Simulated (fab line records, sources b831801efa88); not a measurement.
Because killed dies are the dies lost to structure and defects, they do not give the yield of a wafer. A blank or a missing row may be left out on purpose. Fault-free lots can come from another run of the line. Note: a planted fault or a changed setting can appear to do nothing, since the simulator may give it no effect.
Struck lot and sound lot, side by side | flow gf180mcu | 17 steps out of a route of 602
Sound: these wafers, L596.1, L596.2, L596.6. Struck: wafer L607.5; the same lot's L607.3 was not struck, so it is left out; see the end for the cause.
Each step with rows lists, per side, the tool, then ch with its chambers, then its first start. Under that, the readings that differ: sound wafers | struck wafers | difference of the means | sigmas: that difference in standard deviations of wafers without a fault.
alike: same words and numbers on both sides, and readings whose means sit less than 2 such deviations apart. not compared: any withheld reading, any reading some wafer has no value for, any bound like >300 that may hide the same value, and any number with overlapping values for which the record gives no deviation.
The two part at a step that has a row with sigmas, a row that says differs or no value, or rows on one side only. Non-overlapping numbers with no deviation appear without sigmas and do not part them. A reading that every wafer of one side lacks parts them only if that side has two wafers or more.

first, 3 steps without rows for these wafers: GF_V4_EXPOSE_11 (exposes mask Via4, target cd 260 nm); GF_V4_PEB_12 (peb time 90 s); GF_V4_DEVELOP_13 (develop time 60 s).
GF_V4_CD_MEAS_14: the cd target is 260 nm.
  sound on cd_sem-01, day 28 13:26; struck on cd_sem-02, day 31 13:56
  alike: cd_nm
GF_V4_OVL_MEAS_15:
  sound on overlay-02, day 28 13:34; struck on overlay-02, day 31 14:01
  alike: V4_OVL
GF_V4_ETCH_16: etches BARC in N2/H2.
  sound on rie_diel-01 ch 0,1, day 28 13:36; struck on rie_diel-02 ch 3, day 31 14:02
  reading                     | sound       | struck | difference | sigmas
  drypump_motor_current_A (A) | 5.8 5.5 5.5 | 6.5    | +0.9       | +2
  alike: oes_product_au, throttle_valve_pct
GF_V4_ETCH_17: etches SiO2 in C4F8/O2/Ar, stops on TiN, target depth 630 nm.
  sound: rie_diel-01 ch 0,1; struck: rie_diel-02 ch 3
  alike: oes_product_au
GF_V4_STRIP_18: strips in O2/N2.
  sound on plasma_asher-01 ch 0,1, day 28 13:43; struck on plasma_asher-02 ch 0, day 31 14:13
  reading            | sound       | struck | difference | sigmas
  heater_power_w (W) | 333 407 406 | 309    | -73        | -2
  alike: drypump_motor_current_A, oes_product_au
  not compared: rf_hours_counter_h
then, 2 steps without rows for these wafers: GF_V4_STRIP_19 (strips in post etch residue remover, time 1200 s); GF_V4_CLEAN_20 (cleans in DIW).
GF_V4_SPUTTER_21: material Ti, target thk 15 nm, time 80.02 s.
  sound on pvd_sputter-01, day 28 14:17; struck on pvd_sputter-02, day 31 14:44
  alike: throttle_valve_pct
then, 1 step without rows for these wafers: GF_V4_SPUTTER_22 (material TiN, target thk 10 nm, time 40 s).
GF_V4_CVD_23: deposits W, target thk 350 nm, time 104.9 s.
  sound on cvd_w-01 ch 0,1, day 28 14:23; struck on cvd_w-01 ch 0, day 31 14:53
  reading                          | sound             | struck | difference | sigmas
  model.W_of_V4_CVD_23.thk_nm (nm) | 353.4 357.1 349.1 | 591.9  | +238.7     |
  alike: chamber_pressure_Torr, heater_power_w
GF_V4_RS_MEAS_24: a four-point-probe measurement.
  sound on film_metro-03, day 28 14:30; struck on film_metro-04, day 31 14:59
  reading          | sound             | struck | difference | sigmas
  V4_W_RS (ohm/sq) | 0.323 0.320 0.328 | 0.193  | -0.131     | -34
GF_V4_THK_MEAS_25: measures by xrf.
  sound on film_metro-03, day 28 14:37; struck on film_metro-04, day 31 15:05
  not compared: V4_W_THK
GF_V4_CMP_26: polishes, stops on SiO2, t overpolish 15 s, target thk 0 nm.
  sound on cmp-02 ch 0,1,2, day 28 14:41; struck on cmp-02 ch 1, day 31 15:11
  reading                | sound          | struck | difference | sigmas
  time_to_endpoint_s (s) | 84.9 86.6 87.5 | 146.0  | +59.7      | +20
  alike: motor_current_A, slurry_filter_dp_kPa
GF_MIM_SPUTTER_00: material Ti, target thk 37.5 nm, time 150 s.
  sound on pvd_sputter-04, day 28 14:59; struck on pvd_sputter-03, day 31 15:26
  alike: throttle_valve_pct

## WHERE THEY PART
Last at GF_V4_CMP_26 as far as this record goes, first at GF_V4_ETCH_16. Later steps at which nothing parts them and some readings are alike: GF_MIM_SPUTTER_00.

WHY: whatever the simulator had introduced
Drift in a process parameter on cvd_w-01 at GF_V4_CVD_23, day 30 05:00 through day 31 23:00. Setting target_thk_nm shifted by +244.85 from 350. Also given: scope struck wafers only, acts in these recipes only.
